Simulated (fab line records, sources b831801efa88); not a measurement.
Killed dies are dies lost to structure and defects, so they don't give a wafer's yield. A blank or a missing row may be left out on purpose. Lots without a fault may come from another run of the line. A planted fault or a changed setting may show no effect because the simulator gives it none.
Which tool did it? | flow gf180mcu | 11 lots, 31 wafers sampled, at 4 steps of a route of 602

WHAT THE GAUGES READ, wafer by wafer
GF_MVSD_TW_MEAS_11.
lot  | measured    | on            | MVSD_TW
L836 | day 4 16:59 | film_metro-04 | 1588 1591 1595
L837 | day 4 22:51 | film_metro-02 | 1600 1603 1602
L838 | day 5 04:19 | film_metro-02 | 1603 1610 1597
L839 | day 5 09:28 | film_metro-04 | 1595 1596 1595
L844 | day 6 15:55 | film_metro-02 | 1591 1593 1594
L845 | day 6 20:10 | film_metro-02 | 1590 1602 1600
L848 | day 7 13:59 | film_metro-02 | 1592
L850 | day 8 05:25 | film_metro-04 | 1589 1593 1593
L851 | day 8 08:24 | film_metro-04 | 1589
L856 | day 9 16:11 | film_metro-02 | 1598 1596 1595
L858 | day 9 23:58 | film_metro-02 | 1594 1595 1592

WHICH TOOL RAN EACH LOT (tool, then ch and the chambers of the sampled wafers, then the start)
lot  | GF_STI_ETCH_13                    | GF_STI_ETCH_14                  | GF_STI_STRIP_15
L836 | rie_diel-03 ch 0,1,3, day 2 07:14 | rie_si-01 ch 1,2, day 2 07:19   | plasma_asher-04 ch 0,1, day 2 07:26
L837 | rie_diel-04 ch 0,2, day 2 12:08   | rie_si-01 ch 0,2,3, day 2 12:13 | plasma_asher-01 ch 0,1, day 2 12:18
L838 | rie_diel-03 ch 0,2, day 2 17:31   | rie_si-02 ch 1,2, day 2 17:35   | plasma_asher-03 ch 0,1, day 2 17:40
L839 | rie_diel-01 ch 0,1,3, day 2 21:52 | rie_si-01 ch 0,2,3, day 2 21:57 | plasma_asher-04 ch 0,1, day 2 22:01
L844 | rie_diel-04 ch 1,2,3, day 4 00:05 | rie_si-01 ch 0,3, day 4 00:10   | plasma_asher-01 ch 0,1, day 4 00:15
L845 | rie_diel-03 ch 0,2,3, day 4 04:11 | rie_si-02 ch 0,1,2, day 4 04:16 | plasma_asher-04 ch 0,1, day 4 04:21
L848 | rie_diel-03 ch 0,2, day 4 22:11   | rie_si-01 ch 2, day 4 22:16     | plasma_asher-04 ch 0,1, day 4 22:22
L850 | rie_diel-01 ch 0,1,2, day 5 07:20 | rie_si-01 ch 2,3, day 5 07:25   | plasma_asher-04 ch 0,1, day 5 07:29
L851 | rie_diel-03 ch 2, day 5 12:18     | rie_si-01 ch 0,1, day 5 12:23   | plasma_asher-04 ch 0,1, day 5 12:29
L856 | rie_diel-04 ch 0,1,2, day 6 13:24 | rie_si-01 ch 0,1, day 6 13:29   | plasma_asher-01 ch 0,1, day 6 13:35
L858 | rie_diel-01 ch 0,1,3, day 6 23:33 | rie_si-02 ch 0,1,3, day 6 23:38 | plasma_asher-01 ch 0,1, day 6 23:43
- GF_STI_ETCH_13: etches the open film in CHF3/O2, stops on Si, target depth 282.31 nm, time 112.9 s.
- GF_STI_ETCH_14: etches Si in HBr/Cl2/O2, target depth 360 nm, time 102.9 s.
- GF_STI_STRIP_15: strips in O2/N2.

THE ANSWER, worked out from the rows above alone
Rule: what is usual is taken from the lots themselves. Put in order of their means at a reading, lots are off if they are a third of the lots or fewer, leave a main group of 4 or more, and stand apart from it by a gap of 3 or more times the standard deviation of the main group's means; of several such gaps the widest counts. A main group whose means are all the same, to the digits that the tables above print for the reading, isn't used. A lot without any number at a reading at which 4 lots or more have one is off too. The other lots that the step has rows for count as sound.
No lot is off at any reading shown: from this, nothing can be told.

WHAT THE SIMULATOR HAD PUT IN
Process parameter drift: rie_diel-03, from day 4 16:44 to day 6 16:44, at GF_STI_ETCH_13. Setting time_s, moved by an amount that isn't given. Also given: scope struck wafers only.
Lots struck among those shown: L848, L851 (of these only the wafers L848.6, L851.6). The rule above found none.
